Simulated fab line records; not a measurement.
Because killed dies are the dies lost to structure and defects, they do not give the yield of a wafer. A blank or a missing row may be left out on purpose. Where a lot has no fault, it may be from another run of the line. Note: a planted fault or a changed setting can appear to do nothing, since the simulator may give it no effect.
Which tool was responsible? :: flow gf180mcu :: Sampling: 13 lots, 39 wafers, 5 of 602 route steps

WHAT EACH GAUGE READ, for each wafer
GF_VT_IMPLANT_TW_MEAS_10.
lot: L982
measured: day 5 14:58
on: filmMetro-04
VT_IMPLANT_TW: 562.1 563.2 562.9

lot: L984
measured: day 6 03:11
on: filmMetro-03
VT_IMPLANT_TW: 565.9 561.1 564.3

lot: L985
measured: day 6 09:31
on: filmMetro-02
VT_IMPLANT_TW: 557.9 556.4 560.2

lot: L989
measured: day 7 11:44
on: filmMetro-02
VT_IMPLANT_TW: 558.0 558.0 560.8

lot: L991
measured: day 7 21:29
on: filmMetro-03
VT_IMPLANT_TW: 565.2 569.1 566.1

lot: L993
measured: day 8 12:52
on: filmMetro-02
VT_IMPLANT_TW: 560.3 562.3 563.7

lot: L994
measured: day 8 16:25
on: filmMetro-02
VT_IMPLANT_TW: 567.0 561.2 563.6

lot: L995
measured: day 9 00:21
on: filmMetro-03
VT_IMPLANT_TW: 563.4 560.3 562.6

lot: L100
measured: day 10 07:40
on: filmMetro-03
VT_IMPLANT_TW: 594.1 593.1 595.7

lot: L101
measured: day 10 13:21
on: filmMetro-04
VT_IMPLANT_TW: 591.9 591.1 587.9

lot: L102
measured: day 10 19:08
on: filmMetro-04
VT_IMPLANT_TW: 564.3 564.0 565.2

lot: L103
measured: day 11 02:13
on: filmMetro-02
VT_IMPLANT_TW: 561.9 560.3 557.6

lot: L105
measured: day 11 16:17
on: filmMetro-03
VT_IMPLANT_TW: 563.2 562.7 563.8

GF_HV_LDD_OVL_MEAS_32.
lot: L982
measured: day 11 13:34
on: overlay-01
HV_LDD_02_OVL (nm): 1.3 0.6 0.2

lot: L984
measured: day 12 05:56
on: overlay-01
HV_LDD_02_OVL (nm): 0.0 0.7 -1.5

lot: L985
measured: day 12 14:40
on: overlay-02
HV_LDD_02_OVL (nm): -0.9 0.6 0.7

lot: L989
measured: day 13 21:32
on: overlay-01
HV_LDD_02_OVL (nm): 0.7 -0.1 -0.9

lot: L991
measured: day 14 09:09
on: overlay-02
HV_LDD_02_OVL (nm): -0.7 -1.0 -2.1

lot: L993
measured: day 15 11:57
on: overlay-02
HV_LDD_02_OVL (nm): 1.2 0.2 1.4

lot: L994
measured: day 15 12:16
on: overlay-02
HV_LDD_02_OVL (nm): 1.9 -0.1 2.1

lot: L995
measured: day 15 21:37
on: overlay-02
HV_LDD_02_OVL (nm): -1.4 -1.1 0.6

lot: L100
measured: day 17 17:02
on: overlay-02
HV_LDD_02_OVL (nm): -1.5 0.2 0.7

lot: L101
measured: day 17 18:53
on: overlay-02
HV_LDD_02_OVL (nm): -0.5 0.8 0.6

lot: L102
measured: day 18 03:40
on: overlay-02
HV_LDD_02_OVL (nm): 0.3 -0.6 1.9

lot: L103
measured: day 18 10:55
on: overlay-02
HV_LDD_02_OVL (nm): -1.3 -1.3 -1.5

lot: L105
measured: day 19 05:14
on: overlay-02
HV_LDD_02_OVL (nm): -0.4 -0.2 1.2

TOOL THAT RAN EACH LOT (tool first, then ch and the chambers of the sampled wafers, then the start)
lot: L982
GF_STI_ETCH_13: rieDiel-03 ch 0,1,2, day 2 01:34
GF_VT_IMPLANT_IMPLANT_08: implanter-02 ch 0, day 5 14:44
GF_VT_IMPLANT_RTA_45: rtpAnneal-02 ch 0, day 7 13:11

lot: L984
GF_STI_ETCH_13: rieDiel-02 ch 0,3, day 2 12:06
GF_VT_IMPLANT_IMPLANT_08: implanter-04 ch 0, day 6 02:58
GF_VT_IMPLANT_RTA_45: rtpAnneal-02 ch 0, day 8 03:05

lot: L985
GF_STI_ETCH_13: rieDiel-03 ch 0,2, day 2 17:30
GF_VT_IMPLANT_IMPLANT_08: implanter-04 ch 0, day 6 09:17
GF_VT_IMPLANT_RTA_45: rtpAnneal-02 ch 0, day 8 10:34

lot: L989
GF_STI_ETCH_13: rieDiel-03 ch 0,1,2, day 3 14:31
GF_VT_IMPLANT_IMPLANT_08: implanter-01 ch 0, day 7 11:31
GF_VT_IMPLANT_RTA_45: rtpAnneal-02 ch 0, day 9 14:27

lot: L991
GF_STI_ETCH_13: rieDiel-03 ch 1,2,3, day 3 23:16
GF_VT_IMPLANT_IMPLANT_08: implanter-01 ch 0, day 7 21:14
GF_VT_IMPLANT_RTA_45: rtpAnneal-01 ch 0, day 10 00:48

lot: L993
GF_STI_ETCH_13: rieDiel-03 ch 0,1,3, day 4 10:49
GF_VT_IMPLANT_IMPLANT_08: implanter-02 ch 0, day 8 12:37
GF_VT_IMPLANT_RTA_45: rtpAnneal-01 ch 0, day 10 17:33

lot: L994
GF_STI_ETCH_13: rieDiel-03 ch 0,1,3, day 4 14:52
GF_VT_IMPLANT_IMPLANT_08: implanter-01 ch 0, day 8 16:11
GF_VT_IMPLANT_RTA_45: rtpAnneal-02 ch 0, day 10 21:52

lot: L995
GF_STI_ETCH_13: rieDiel-02 ch 0,1,3, day 4 20:51
GF_VT_IMPLANT_IMPLANT_08: implanter-02 ch 0, day 9 00:07
GF_VT_IMPLANT_RTA_45: rtpAnneal-02 ch 0, day 11 06:35

lot: L100
GF_STI_ETCH_13: rieDiel-02 ch 0,2,3, day 5 22:52
GF_VT_IMPLANT_IMPLANT_08: implanter-02 ch 0, day 10 07:26
GF_VT_IMPLANT_RTA_45: rtpAnneal-02 ch 0, day 12 16:04

lot: L101
GF_STI_ETCH_13: rieDiel-02 ch 1,2, day 6 03:58
GF_VT_IMPLANT_IMPLANT_08: implanter-02 ch 0, day 10 13:07
GF_VT_IMPLANT_RTA_45: rtpAnneal-01 ch 0, day 12 21:38

lot: L102
GF_STI_ETCH_13: rieDiel-03 ch 0,1,2, day 6 08:28
GF_VT_IMPLANT_IMPLANT_08: implanter-01 ch 0, day 10 18:50
GF_VT_IMPLANT_RTA_45: rtpAnneal-01 ch 0, day 13 04:13

lot: L103
GF_STI_ETCH_13: rieDiel-02 ch 0,1,3, day 6 14:03
GF_VT_IMPLANT_IMPLANT_08: implanter-04 ch 0, day 11 01:59
GF_VT_IMPLANT_RTA_45: rtpAnneal-02 ch 0, day 13 11:37

lot: L105
GF_STI_ETCH_13: rieDiel-02 ch 0,1,3, day 7 00:37
GF_VT_IMPLANT_IMPLANT_08: implanter-01 ch 0, day 11 16:04
GF_VT_IMPLANT_RTA_45: rtpAnneal-01 ch 0, day 14 03:10
- GF_STI_ETCH_13: etches the open film in CHF3/O2, stops on Si, target depth 282.31 nm, time 112.9 s.
- GF_VT_IMPLANT_IMPLANT_08
- GF_VT_IMPLANT_RTA_45: time 30 s.

AS READ BY THE TOOLS THEMSELVES (means over the sampled wafers that have a number; for cases with no such wafer, the mark the record gives instead)
GF_STI_ETCH_13.
lot: L982
tool: rieDiel-03
drypumpMotorCurrentA (A): 6.0
oesProductAu (a.u.): 0.829
throttleValvePct (%): 8.810

lot: L984
tool: rieDiel-02
drypumpMotorCurrentA (A): 5.7
oesProductAu (a.u.): 0.839
throttleValvePct (%): 8.808

lot: L985
tool: rieDiel-03
drypumpMotorCurrentA (A): 6.3
oesProductAu (a.u.): 0.836
throttleValvePct (%): 8.808

lot: L989
tool: rieDiel-03
drypumpMotorCurrentA (A): 6.0
oesProductAu (a.u.): 0.822
throttleValvePct (%): 8.809

lot: L991
tool: rieDiel-03
drypumpMotorCurrentA (A): 5.6
oesProductAu (a.u.): 0.839
throttleValvePct (%): 8.811

lot: L993
tool: rieDiel-03
drypumpMotorCurrentA (A): 5.9
oesProductAu (a.u.): 0.831
throttleValvePct (%): 8.810

lot: L994
tool: rieDiel-03
drypumpMotorCurrentA (A): 5.9
oesProductAu (a.u.): 0.832
throttleValvePct (%): 8.810

lot: L995
tool: rieDiel-02
drypumpMotorCurrentA (A): 5.4
oesProductAu (a.u.): 0.834
throttleValvePct (%): 8.804

lot: L100
tool: rieDiel-02
drypumpMotorCurrentA (A): 5.9
oesProductAu (a.u.): 0.833
throttleValvePct (%): 8.818

lot: L101
tool: rieDiel-02
drypumpMotorCurrentA (A): 6.0
oesProductAu (a.u.): 0.835
throttleValvePct (%): 8.815

lot: L102
tool: rieDiel-03
drypumpMotorCurrentA (A): 6.0
oesProductAu (a.u.): 0.839
throttleValvePct (%): 8.815

lot: L103
tool: rieDiel-02
drypumpMotorCurrentA (A): 5.4
oesProductAu (a.u.): 0.836
throttleValvePct (%): 8.810

lot: L105
tool: rieDiel-02
drypumpMotorCurrentA (A): 5.5
oesProductAu (a.u.): 0.832
throttleValvePct (%): 8.811

GF_VT_IMPLANT_IMPLANT_08.
lot: L982
tool: implanter-02
doseIonsCm2: 8.288e+12
faradayCurrentUA: 46.3

lot: L984
tool: implanter-04
doseIonsCm2: 8.281e+12
faradayCurrentUA: 47.2

lot: L985
tool: implanter-04
doseIonsCm2: 8.286e+12
faradayCurrentUA: 47.2

lot: L989
tool: implanter-01
doseIonsCm2: 8.290e+12
faradayCurrentUA: 45.6

lot: L991
tool: implanter-01
doseIonsCm2: 8.294e+12
faradayCurrentUA: 45.6

lot: L993
tool: implanter-02
doseIonsCm2: 8.273e+12
faradayCurrentUA: 46.4

lot: L994
tool: implanter-01
doseIonsCm2: 8.299e+12
faradayCurrentUA: 47.0

lot: L995
tool: implanter-02
doseIonsCm2: 8.292e+12
faradayCurrentUA: 47.0

lot: L100
tool: implanter-02
doseIonsCm2: 9.655e+12
faradayCurrentUA: 54.1

lot: L101
tool: implanter-02
doseIonsCm2: 9.665e+12
faradayCurrentUA: 55.3

lot: L102
tool: implanter-01
doseIonsCm2: 8.286e+12
faradayCurrentUA: 46.9

lot: L103
tool: implanter-04
doseIonsCm2: 8.275e+12
faradayCurrentUA: 46.6

lot: L105
tool: implanter-01
doseIonsCm2: 8.296e+12
faradayCurrentUA: 46.6

GF_VT_IMPLANT_RTA_45.
lot: L982
tool: rtpAnneal-02
lampPowerPct (%): 32.3
wafer_temp_C_max: 1056.0

lot: L984
tool: rtpAnneal-02
lampPowerPct (%): 32.3
wafer_temp_C_max: 1056.2

lot: L985
tool: rtpAnneal-02
lampPowerPct (%): 32.3
wafer_temp_C_max: 1055.9

lot: L989
tool: rtpAnneal-02
lampPowerPct (%): 32.3
wafer_temp_C_max: 1057.0

lot: L991
tool: rtpAnneal-01
lampPowerPct (%): 35.7
wafer_temp_C_max: 1055.1

lot: L993
tool: rtpAnneal-01
lampPowerPct (%): 35.6
wafer_temp_C_max: 1054.8

lot: L994
tool: rtpAnneal-02
lampPowerPct (%): 32.3
wafer_temp_C_max: 1055.9

lot: L995
tool: rtpAnneal-02
lampPowerPct (%): 32.3
wafer_temp_C_max: 1055.3

lot: L100
tool: rtpAnneal-02
lampPowerPct (%): 32.3
wafer_temp_C_max: 1056.8

lot: L101
tool: rtpAnneal-01
lampPowerPct (%): 35.7
wafer_temp_C_max: 1053.8

lot: L102
tool: rtpAnneal-01
lampPowerPct (%): 35.7
wafer_temp_C_max: 1054.9

lot: L103
tool: rtpAnneal-02
lampPowerPct (%): 32.3
wafer_temp_C_max: 1056.8

lot: L105
tool: rtpAnneal-01
lampPowerPct (%): 35.7
wafer_temp_C_max: 1053.8

THE ANSWER, worked out from the rows above alone
Rule: usual is defined by the lots themselves. The widest of any qualifying gaps counts: lots, ordered by their means at a reading, are off when they make up no more than a third of the lots, leave a main group of 4 or more, and stand apart from it by 3 or more times the standard deviation of that group's means. A main group whose means are all the same, to the digits that the tables above print for the reading, isn't used. A lot without any number at a reading at which 4 lots or more have one is off too. Where the step has rows for the other lots, those lots are counted as sound. After the gauges, taken in route order, come the tools' own readings; for these a lot's mean is taken, as printed above. The first step at which some lot is off is used, and at that step the reading that is off furthest; a lot without a number counts as furthest.
Off: at GF_VT_IMPLANT_TW_MEAS_10 (VT_IMPLANT_TW), L100, L101. Mean 562.4 and standard deviation 2.4 in the main group.
If a tool, at a process step before that reading, ran all the lots that are off and no sound lot after the first of them, it fits. Not tried: the gauges at GF_VT_IMPLANT_TW_MEAS_10; whatever is off there is also off at GF_VT_IMPLANT_IMPLANT_08, on other tools, and gauge error can't account for it. One fits: GF_VT_IMPLANT_IMPLANT_08 on implanter-02. A fault onset in the window from L995 (day 9 00:07, its last sound lot) to L100 (day 10 07:26, its first lot off) fits.
The tool's own readings at GF_VT_IMPLANT_IMPLANT_08 bear it out: on the lots that are off they differ by more than 5 times the standard deviation of the sound lots' means. doseIonsCm2 reads 9.660e+12 there against 8.287e+12 on the sound lots; faradayCurrentUA reads 54.7 there against 46.6 on the sound lots.

WHAT THE SIMULATOR HAD PUT IN
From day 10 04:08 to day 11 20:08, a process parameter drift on implanter-02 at GF_VT_IMPLANT_IMPLANT_08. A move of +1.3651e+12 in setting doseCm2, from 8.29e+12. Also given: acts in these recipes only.
Shown lots that were struck: L100, L101. The rule above found the same.
